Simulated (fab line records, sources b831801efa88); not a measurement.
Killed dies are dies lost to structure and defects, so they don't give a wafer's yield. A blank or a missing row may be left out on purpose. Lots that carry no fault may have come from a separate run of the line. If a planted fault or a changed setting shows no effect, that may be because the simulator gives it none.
Comparing a struck lot with a sound one + flow sky130 + 18 out of 708 route steps
Sound: wafers L138.1, L138.3, L138.4. Struck: wafer L128.5. (L128.2, L128.3 of the same lot were not struck and are left out.) The cause comes at the end.
Each step with rows lists, per side, the tool, then ch with its chambers, then its first start. Under that, the readings that differ: sound wafers + struck wafers + difference of the means + sigmas: that difference in standard deviations of wafers without a fault.
alike: words and numbers the same on both sides, and readings whose means are apart by under 2 such deviations; not compared: readings that were withheld, readings missing a value for some wafer, numbers with overlapping values and no deviation given by the record, and bounds like >300 which may hide the same value.
A row with sigmas, a row that says differs or no value, or rows on one side alone: a step with any of these is where the two part. Numbers that have no deviation but don't overlap get no sigmas and don't part them. A reading that every wafer of one side lacks parts them only if that side has two wafers or more.

first, 2 steps without rows for these wafers: SKY_CONTACT_PEB_12; SKY_CONTACT_DEVELOP_13 (develop time 60 s).
SKY_CONTACT_CD_MEAS_14 targets a cd of 170 nm.
  sound on cd_sem-02, day 37 06:44; struck on cd_sem-01, day 34 01:09
  alike: cd_nm
SKY_CONTACT_OVL_MEAS_15:
  sound on overlay-02, day 37 06:52; struck on overlay-01, day 34 01:16
| reading          | sound  | struck | difference | sigmas |
|------------------|--------|--------|------------|--------|
| CONTACT_OVL (nm) | 5 11 7 | -4     | -12        | -2     |
SKY_CONTACT_ETCH_16: etches BARC in N2/H2, stops on SiO2, time 45.9 s, target depth 60 nm.
  sound on rie_diel-03 ch 0,1,3, day 37 06:54; struck on rie_diel-04 ch 0, day 34 01:17
  alike: drypump_motor_current_A, oes_product_au, throttle_valve_pct
  not compared: rf_hours_counter_h
then, 1 step without rows for these wafers: SKY_CONTACT_ETCH_17 (etches SiO2 in C4F8/O2/Ar, stops on Si3N4, target depth 340 nm).
SKY_CONTACT_ETCH_18: etches Si3N4 in CHF3/O2, stops on TiN, time 39 s, target depth 75 nm.
  sound on rie_diel-03 ch 0,1,3; struck on rie_diel-04 ch 0
  alike: drypump_motor_current_A, oes_product_au, throttle_valve_pct
  not compared: rf_hours_counter_h
SKY_CONTACT_STRIP_19: strips in O2/N2.
  sound on plasma_asher-03 ch 0,1, day 37 07:02; struck on plasma_asher-02 ch 0, day 34 01:25
| reading                     | sound          | struck | difference | sigmas |
|-----------------------------|----------------|--------|------------|--------|
| drypump_motor_current_A (A) | 6.45 6.43 6.01 | 5.61   | -0.69      | -3     |
  alike: o2_flow_sccm, oes_product_au, strip_time_to_endpoint_s
  not compared: rf_hours_counter_h
then, 3 steps without rows for these wafers: SKY_CONTACT_STRIP_20 (strips in post etch residue remover, time 1200 s); SKY_CONTACT_CLEAN_21 (cleans in IPA, time 180 s); SKY_CONTACT_CLEAN_22 (cleans in O3/DIW).
SKY_CONTACT_SPUTTER_23: material TiN, target thk 20 nm, time 77.13 s.
  sound on pvd_sputter-02, day 37 07:39; struck on pvd_sputter-04, day 34 02:01
  alike: throttle_valve_pct
SKY_CONTACT_CVD_24: deposits W, target thk 340 nm, time 102.12 s.
  sound on cvd_w-01 ch 0,1, day 37 07:43; struck on cvd_w-02 ch 1, day 34 02:04
| reading                               | sound             | struck | difference | sigmas |
|---------------------------------------|-------------------|--------|------------|--------|
| model.W_of_CONTACT_CVD_24.thk_nm (nm) | 338.3 339.1 339.7 | 257.8  | -81.2      |        |
  alike: heater_power_w
SKY_CONTACT_RS_MEAS_25: a four-point-probe measurement.
  sound on film_metro-03, day 37 07:49; struck on film_metro-01, day 34 02:29
| reading               | sound             | struck | difference | sigmas |
|-----------------------|-------------------|--------|------------|--------|
| CONTACT_W_RS (ohm/sq) | 0.340 0.339 0.338 | 0.448  | +0.109     | +29    |
  not compared: hold
SKY_CONTACT_THK_MEAS_26: measures by xrf.
  sound on film_metro-03, day 37 07:56; struck on film_metro-01, day 34 06:03
| reading            | sound       | struck | difference | sigmas |
|--------------------|-------------|--------|------------|--------|
| CONTACT_W_THK (nm) | 333 336 336 | 255    | -80        | -17    |
  not compared: hold
SKY_CONTACT_CMP_27: polishes, stops on SiO2, t overpolish 15 s, target thk 0 nm.
  sound on cmp-01 ch 0,2,3, day 37 08:04; struck on cmp-01 ch 2, day 34 09:35
| reading                | sound          | struck                   | difference                   | sigmas |
|------------------------|----------------|--------------------------|------------------------------|--------|
| hold                   | - - -          | await_dispo/3.4h/release | no value on the sound wafers |        |
| time_to_endpoint_s (s) | 80.0 83.0 78.9 | 59.9                     | -20.7                        | -7     |
  alike: motor_current_A, slurry_filter_dp_kPa
SKY_METAL1_SPUTTER_00: material Ti, target thk 15 nm, time 10 s.
  sound on pvd_sputter-04, day 37 08:19; struck on pvd_sputter-02, day 34 09:50
  alike: throttle_valve_pct
-- the record jumps here: 13 days lie between the struck wafers' starts before and after (it left off in module METAL1 and takes up again in module PAD_OPEN, whose first step shown is number 708 of the route) --
SKY_PAD_OPEN_PROBE_99:
  sound on prober-02, day 49 20:27; struck on prober-02, day 47 13:25
| reading     | sound    | struck | difference | sigmas |
|-------------|----------|--------|------------|--------|
| killed_dies | 74 89 93 | 62     | -23        | -3     |
| killed_open | 48 52 46 | 25     | -24        | -4     |
  alike: killed_at_M0_to_M3, killed_at_M4_up, killed_at_contacts, killed_at_front_end, killed_at_other, killed_on_rim, killed_short

## WHERE THEY PART
At SKY_CONTACT_OVL_MEAS_15 first; at SKY_PAD_OPEN_PROBE_99 last (within this record only).

WHY: what had been put in by the simulator
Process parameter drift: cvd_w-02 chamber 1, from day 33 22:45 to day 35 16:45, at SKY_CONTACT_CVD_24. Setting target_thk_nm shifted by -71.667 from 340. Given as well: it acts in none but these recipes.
